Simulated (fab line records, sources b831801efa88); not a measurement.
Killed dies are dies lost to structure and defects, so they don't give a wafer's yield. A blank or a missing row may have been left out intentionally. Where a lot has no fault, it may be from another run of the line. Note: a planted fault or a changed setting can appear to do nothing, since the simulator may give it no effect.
Which tool is to blame? | flow gf180mcu | route of 602 steps, sampled at 1 step: 12 lots, 36 wafers

WHAT THE GAUGES SHOWED, per wafer
GF_V2_THK_MEAS_25: measures by xrf.
lot  | measured     | on            | V2_W_THK (nm)
L075 | day 20 15:56 | film_metro-02 | 354 348 350
L077 | day 21 11:38 | film_metro-04 | 344 347 346
L079 | day 22 07:32 | film_metro-01 | 340 342 341
L081 | day 22 22:17 | film_metro-04 | 339 336 338
L083 | day 23 16:09 | film_metro-01 | 341 340 342
L085 | day 24 12:51 | film_metro-02 | 351 347 345
L087 | day 25 03:21 | film_metro-02 | 346 347 350
L089 | day 25 11:58 | film_metro-02 | 346 346 343
L091 | day 26 04:31 | film_metro-02 | 344 344 341
L093 | day 26 20:46 | film_metro-01 | 335 332 333
L095 | day 27 09:52 | film_metro-04 | 340 341 338
L097 | day 28 05:19 | film_metro-01 | 339 338 339

WHICH TOOL RAN EACH LOT (tool, then ch and the chambers of the sampled wafers, then the start)
The record shows no process step preceding these readings.

THE ANSWER, worked out from the rows above alone
Rule: the usual values come from the lots themselves. The widest of any qualifying gaps counts: lots, ordered by their means at a reading, are off when they make up no more than a third of the lots, leave a main group of 4 or more, and stand apart from it by 3 or more times the standard deviation of that group's means. A main group whose means are all the same, to the digits that the tables above print for the reading, isn't used. A lot without any number at a reading at which 4 lots or more have one is off too. All remaining lots with rows at the step are treated as sound.
None of the lots is off at any reading shown; this tells nothing.

WHAT THE SIMULATOR HAD INSERTED
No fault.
